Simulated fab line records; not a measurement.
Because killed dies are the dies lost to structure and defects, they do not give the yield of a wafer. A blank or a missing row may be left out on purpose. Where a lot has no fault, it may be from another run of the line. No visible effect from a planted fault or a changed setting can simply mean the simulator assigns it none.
Shared-tool check	flow sky130	12 lots, 36 wafers sampled

REASON FOR OPENING
2 of 12 lots carry a flag on the reading SD_N_RS at SKY_SD_N_RS_MEAS_16. Wafers without a fault read 68.54 ohm/sq, standard deviation 0.13.
Rule: flag the lot when none of its wafers has a number, or when each of its wafers that has one lies beyond 4 standard deviations from that mean. As for the other lots, they are considered sound.

lot	measured	on	SD_N_RS (ohm/sq), wafer by wafer	flag
L408	day 27 19:11	film_metro-02	68.38 68.52 68.41	
L409	day 28 04:59	film_metro-04	68.65 68.68 68.56	
L410	day 28 15:31	film_metro-02	68.72 68.60 68.77	
L416	day 30 19:36	film_metro-03	66.29 66.31 66.47	FLAGGED
L418	day 31 08:29	film_metro-03	66.38 66.24 66.48	FLAGGED
L424	day 33 11:36	film_metro-03	68.44 68.57 68.59	
L426	day 34 05:08	film_metro-02	68.71 68.68 68.67	
L425	day 34 08:50	film_metro-02	68.41 68.43 68.63	
L427	day 34 15:47	film_metro-02	68.52 68.52 68.57	
L428	day 34 17:56	film_metro-03	68.37 68.58 68.33	
L429	day 35 00:26	film_metro-04	68.76 68.56 68.43	
L430	day 35 05:44	film_metro-04	68.62 68.53 68.60	
On average the flagged lots' numbers are 66.36 ohm/sq, which is -2.18 ohm/sq against the usual, or -17 standard deviations.

WHICH TOOL EACH LOT WENT THROUGH
The record keeps 1 process step preceding the reading, out of 708 steps on the route. Read each cell as the tool, then ch plus the chambers that the sampled wafers visited, then the start.
lot	flag	SKY_SD_N_RTA_14
L408		rtp_anneal-01 ch 0, day 27 19:01
L409		rtp_anneal-02 ch 0, day 28 04:48
L410		rtp_anneal-01 ch 0, day 28 15:20
L416	FLAGGED	rtp_anneal-01 ch 0, day 30 19:25
L418	FLAGGED	rtp_anneal-01 ch 0, day 31 08:19
L424		rtp_anneal-02 ch 0, day 33 11:25
L426		rtp_anneal-02 ch 0, day 34 04:57
L425		rtp_anneal-01 ch 0, day 34 08:39
L427		rtp_anneal-02 ch 0, day 34 15:37
L428		rtp_anneal-01 ch 0, day 34 17:46
L429		rtp_anneal-02 ch 0, day 35 00:16
L430		rtp_anneal-01 ch 0, day 35 05:34
These steps, and what they do:
- SKY_SD_N_RTA_14: time 2 s.
- SKY_SD_N_RS_MEAS_16: measures by four-point-probe.

FLAGGED AGAINST TOTAL, ONE TOOL AT A TIME (gauges that did the reading follow at the end)
step	tool	lots run	flagged	share of the flagged lots	sound lots run after its first flagged lot
SKY_SD_N_RTA_14	rtp_anneal-01	7	2	all	3 (L425,L428,L430)
SKY_SD_N_RTA_14	rtp_anneal-02	5	0	none	-
SKY_SD_N_RS_MEAS_16	film_metro-02	5	0	none	-
SKY_SD_N_RS_MEAS_16	film_metro-03	4	2	all	2 (L424,L428)
SKY_SD_N_RS_MEAS_16	film_metro-04	3	0	none	-

WHAT THE TABLE PERMITS
rtp_anneal-01 at SKY_SD_N_RTA_14 and film_metro-03 at SKY_SD_N_RS_MEAS_16 are the 2 rows of the table that ran each flagged lot.
- rtp_anneal-01 at SKY_SD_N_RTA_14 ran 7 lots, 2 of them flagged. Lots that were sound ran on it after the first flagged one (L425, L428, L430); a persistent fault on the entire tool would not allow that. Its own readings lie more than 4 standard deviations out on every wafer of the flagged lots: wafer_temp_C_max.
- film_metro-03 at SKY_SD_N_RS_MEAS_16 ran 4 lots, 2 of them flagged. Lots that were sound ran on it after the first flagged one (L424, L428); a persistent fault on the entire tool would not allow that.
There is no row in the table that ran each flagged lot and no sound lot after the first.

WHAT THE SIMULATOR HAD INSERTED
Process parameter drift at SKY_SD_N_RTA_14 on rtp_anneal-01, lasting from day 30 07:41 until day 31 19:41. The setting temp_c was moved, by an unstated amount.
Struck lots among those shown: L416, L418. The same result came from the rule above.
